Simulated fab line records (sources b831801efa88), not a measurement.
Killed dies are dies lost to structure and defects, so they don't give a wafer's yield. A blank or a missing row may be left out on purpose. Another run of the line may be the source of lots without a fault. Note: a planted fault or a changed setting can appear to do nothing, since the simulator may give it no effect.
8D (eight disciplines) problem report, filled in by code || flow sfqLine || the parts of the form that need people (team, actions taken, sign-off) are left out

1. WHAT IS WRONG
Mean of biasW at SFQ_TRILAYER_I2_VIA_BARC_OPEN_VIA_ETCH_096: 71.56 W across 6 wafers in 2 lots; on wafers with no fault it is 79.99 W (standard deviation 0.24). That is -35 standard deviations from the usual mean.
The step: etches BARC in O2, target depth 125 nm, time 40.49 s.
Seen first at day 50 10:45 on rieDiel-04, wafer L327.1. Wafers with a number at this step in the record: 42, from 14 lots. The rule behind "out" and "out of limits": a value lying over 4 standard deviations away from the usual mean. The other wafers with a number count as sound.

2. WHAT IT IS AND WHAT IT IS NOT
{"question": "which readings at this step", "is": "biasW", "is not": "drypumpMotorCurrentA, oesProductAu, rfFwdPowerW"}
{"question": "which lots", "is": "L327, L328", "is not": "L309, L310, L311, L313, L315, L319, L320, L321, L325, L326, L329, L332"}
{"question": "which wafers of those lots", "is": "all that have a number", "is not": "-"}
{"question": "read on which tools", "is": "rieDiel-04", "is not": "rieDiel-01, rieDiel-02"}
{"question": "when", "is": "from day 50 10:45", "is not": "up to then (30 sound wafers); but 6 sound wafers of L329, L332 came after"}

3. WHAT RULES OUT EACH SUSPECT
Counting: any tool at a process step up to the reading is kept as a suspect provided that every lot that is out went through it and no sound lot did after the first of them.
- rieDiel-04 at SFQ_TRILAYER_I2_VIA_BARC_OPEN_VIA_ETCH_096 (etches BARC in O2, target depth 125 nm, time 40.49 s): kept. It ran every lot that is out, first L327 (day 50 10:45), and no sound lot after that; its last sound lot up to then is L326 (day 49 21:25). On those wafers its own readings are out: biasW.
Remaining after the count: rieDiel-04 at SFQ_TRILAYER_I2_VIA_BARC_OPEN_VIA_ETCH_096.

4. THE CAUSE (what the simulator had put in)
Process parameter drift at SFQ_TRILAYER_I2_VIA_BARC_OPEN_VIA_ETCH_096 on rieDiel-04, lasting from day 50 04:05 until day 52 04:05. Setting biasW, moved by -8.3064, from 80. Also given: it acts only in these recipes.
This tool alone remained once counting was done.

5. THE EFFECT CHAIN, in route order
Each row: a reading whose mean over the struck wafers that have a number lies more than 3 standard deviations from the usual. Scope: only readings with a usual standard deviation given in the record; hours: median across lots of the time from each lot's start at the first step in this table that gives one to its start at this step; sigmas: change in usual standard deviations.
{"hours": 0, "step": "SFQ_TRILAYER_I2_VIA_BARC_OPEN_VIA_ETCH_096", "reading": "biasW", "usual": "79.99 W", "on struck wafers": 71.56, "change": -8.43, "sigmas": -35}
The process steps in it:
- SFQ_TRILAYER_I2_VIA_BARC_OPEN_VIA_ETCH_096: etches BARC in O2, target depth 125 nm, time 40.49 s.
Later steps that measure or inspect, where all struck wafers having a row at the step show a number for every such reading and not one has moved that far: SFQ_M8_OVL_MEAS_948.

6. WHAT WOULD HAVE CAUGHT IT SOONER
In this record the first reading out of limits was taken at day 50 10:45, 7 hours after the fault began at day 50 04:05.
